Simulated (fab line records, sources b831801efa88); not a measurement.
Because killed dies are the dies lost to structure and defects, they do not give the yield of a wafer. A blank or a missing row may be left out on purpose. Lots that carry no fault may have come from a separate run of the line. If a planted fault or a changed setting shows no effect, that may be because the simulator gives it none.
A struck lot beside a sound one || flow sky130 || 43 out of 708 route steps
Sound: wafers L380.2, L380.3, L380.6. Wafers L385.1, L385.3, L385.5 were the ones struck. The cause is named last.
At each step with rows: each side's tool, then ch and its chambers, then its first start. Under that, the readings that differ: sound wafers || struck wafers || difference of the means || sigmas: that difference in standard deviations of wafers without a fault.
alike: same words and numbers on both sides, and readings whose means sit less than 2 such deviations apart. not compared: any withheld reading, any reading some wafer has no value for, any bound like >300 that may hide the same value, and any number with overlapping values for which the record gives no deviation.
A row with sigmas, a row that says differs or no value, or rows on one side alone: a step with any of these is where the two part. Numbers that don't overlap but have no deviation are shown without sigmas and don't part them. Lack of a reading on every wafer of one side parts them only where that side has two or more wafers.

first, 5 steps without rows for these wafers: SKY_SONOS_ONO_COAT_08 (resist thk 1140 nm); SKY_SONOS_ONO_SOFTBAKE_09 (time 60 s); SKY_SONOS_ONO_EXPOSE_10 (exposes mask ONOM, target cd 410 nm); SKY_SONOS_ONO_PEB_11; SKY_SONOS_ONO_DEVELOP_12 (develop time 60 s).
SKY_SONOS_ONO_CD_MEAS_13: target cd 410 nm.
  sound: cd sem-02 at day 13 00:53; struck: cd sem-01 at day 15 02:31
  alike: cd nm
SKY_SONOS_ONO_OVL_MEAS_14:
  sound: overlay-01 at day 13 01:00; struck: overlay-01 at day 15 02:38
  alike: SONOS_ONO_OVL
SKY_SONOS_ONO_ETCH_15: etches the open film in CHF3/O2, target depth 19.52 nm, time 7.8 s.
  sound on rie diel-04 ch 1,2, day 13 01:02; struck on rie diel-02 ch 1,3, day 15 02:41
  alike: bias w, drypump motor current A, oes product au, throttle valve pct
  not compared: rf hours counter h
then, 1 step without rows for these wafers: SKY_SONOS_ONO_WET_ETCH_16 (etches SiO2 in dHF, target depth 14 nm, time 280 s).
SKY_SONOS_ONO_STRIP_17: strips in O2/N2.
  sound on plasma asher-01 ch 0,1, day 13 01:08; struck on plasma asher-02 ch 0,1, day 15 02:47
  alike: drypump motor current A, oes product au, strip time to endpoint s
  not compared: rf hours counter h
then, 2 steps without rows for these wafers: SKY_SONOS_ONO_WET_ETCH_18 (etches Si3N4 in H3PO4, target depth 15 nm, time 172 s); SKY_GATE_OXIDE_CLEAN_00 (cleans in SC1/SC2, time 150 s).
SKY_GATE_OXIDE_OXIDATION_01: stabilise 600 s, purge 300 s, target thk 10.268 nm.
  sound on furnace-01 ch 0, day 13 01:22; struck on furnace-01 ch 0, day 15 03:51
  alike: tube_center_temp_C_max, zone power centre pct
SKY_GATE_OXIDE_THK_MEAS_02:
  sound: film metro-04 at day 13 02:47; struck: film metro-02 at day 15 05:15
  alike: GATE_OXIDE_OXIDATION_00_THK
then, 7 steps without rows for these wafers: SKY_GATE_OXIDE_DEHYDRATE_03 (time 60 s); SKY_GATE_OXIDE_HMDS_04 (prime time 60 s); SKY_GATE_OXIDE_COAT_05 (resist thk 1140 nm); SKY_GATE_OXIDE_SOFTBAKE_06 (time 60 s); SKY_GATE_OXIDE_EXPOSE_07 (exposes mask LVOM, target cd 600 nm); SKY_GATE_OXIDE_PEB_08; SKY_GATE_OXIDE_DEVELOP_09 (develop time 60 s).
SKY_GATE_OXIDE_OVL_MEAS_10:
  sound: overlay-01 at day 14 03:37; struck: overlay-01 at day 16 09:13
  alike: GATE_OXIDE_OVL
then, 2 steps without rows for these wafers: SKY_GATE_OXIDE_IMPLANT_11; SKY_GATE_OXIDE_WET_ETCH_12 (etches SiO2 in dHF, target depth 16.8 nm, time 336 s).
SKY_GATE_OXIDE_STRIP_13: strips in O2/N2.
  sound on plasma asher-03 ch 0,1, day 14 03:53; struck on plasma asher-04 ch 0,1, day 16 09:31
  alike: drypump motor current A, oes product au, strip time to endpoint s
  not compared: rf hours counter h
SKY_GATE_OXIDE_TW_MEAS_14:
  sound: film metro-03 at day 14 04:00; struck: film metro-03 at day 16 09:37
  alike: GATE_OXIDE_TW
then, 3 steps without rows for these wafers: SKY_GATE_OXIDE_CLEAN_15 (cleans in SC1/SC2, time 150 s); SKY_GATE_OXIDE_OXIDATION_16 (stabilise 600 s, purge 300 s, target thk 3.57 nm); SKY_POLY_GATE_CVD_00 (deposits poly-Si, target thk 180 nm, time 720 s).
SKY_POLY_GATE_THK_MEAS_01:
  sound: film metro-01 at day 14 09:07; struck: film metro-02 at day 16 12:28
  alike: POLY_GATE_CVD_00_THK
then, 8 steps without rows for these wafers: SKY_RES_PROTECT_DEHYDRATE_00 (time 60 s); SKY_RES_PROTECT_HMDS_01 (prime time 60 s); SKY_RES_PROTECT_COAT_02 (resist thk 1140 nm); SKY_RES_PROTECT_SOFTBAKE_03 (time 60 s); SKY_RES_PROTECT_EXPOSE_04 (exposes mask RPM, target cd 1270 nm); SKY_RES_PROTECT_PEB_05; SKY_RES_PROTECT_DEVELOP_06 (develop time 60 s); SKY_POLY_GATE_IMPLANT_02.
SKY_RES_PROTECT_STRIP_07: strips in O2/N2.
  sound on plasma asher-02 ch 0,1, day 15 11:58; struck on plasma asher-02 ch 0,1, day 17 16:39
{"reading": "strip time to endpoint s (s)", "sound": "23.21 23.22 23.19", "struck": "23.36 23.33 23.32", "difference": "+0.13", "sigmas": "+3"}
  alike: drypump motor current A, oes product au
  not compared: rf hours counter h
SKY_RES_PROTECT_TW_MEAS_08:
  sound: film metro-02 at day 15 12:04; struck: film metro-04 at day 17 16:45
  alike: POLY_GATE_TW
then, 2 steps without rows for these wafers: SKY_RES_PROTECT_CLEAN_09 (cleans in SC1/SC2, time 150 s); SKY_POLY_GATE_CVD_03 (deposits Si3N4 from DCS/NH3, target thk 75 nm, time 1290 s).
-- record jumps: 30 days separate the struck wafers' starts on either side; left off in module POLY_GATE, taken up again in module PAD_OPEN, whose first shown step is the route's number 708 --
SKY_PAD_OPEN_PROBE_99:
  sound: prober-02 at day 46 01:17; struck: prober-01 at day 47 11:00
{"reading": "model.etest.cap thick oxide.gate bv v (V)", "sound": "15.53 15.56 15.85", "struck": "13.78 13.71 14.14", "difference": -1.77, "sigmas": ""}
{"reading": "model.etest.diode nwell sub.leak log10 a cm2", "sound": "-7.4 -7.255 -7.339", "struck": "-6.332 -6.569 -6.151", "difference": "+0.981", "sigmas": ""}
{"reading": "model.etest.diode dnwell sub.leak log10 a cm2", "sound": "-7.158 -7.2 -7.311", "struck": "-6.416 -6.23 -6.317", "difference": "+0.902", "sigmas": ""}
{"reading": "model.etest.diode pwell dnwell.leak log10 a cm2", "sound": "-7.392 -7.745 -7.218", "struck": "-6.662 -6.891 -6.819", "difference": "+0.661", "sigmas": ""}
{"reading": "model.etest.diode ndiff pwell.leak log10 a cm2", "sound": "-7.066 -7.255 -7.29", "struck": "-6.974 -6.79 -6.732", "difference": "+0.372", "sigmas": ""}
  alike: killed_at_M0_to_M3, killed_at_M4_up, killed at contacts, killed at front end, killed at other, killed dies, killed open, killed short
  not compared: model.etest.diode ndiff pwell hv.leak log10 a cm2, model.etest.diode pdiff nwell hv.leak log10 a cm2, model.etest.diode pdiff nwell.leak log10 a cm2

WHERE THEY PART
Only at SKY_RES_PROTECT_STRIP_07, as far as this record shows. Later steps at which nothing parts them and some readings are alike: SKY_RES_PROTECT_TW_MEAS_08, SKY_PAD_OPEN_PROBE_99.

WHY: what the simulator had put in
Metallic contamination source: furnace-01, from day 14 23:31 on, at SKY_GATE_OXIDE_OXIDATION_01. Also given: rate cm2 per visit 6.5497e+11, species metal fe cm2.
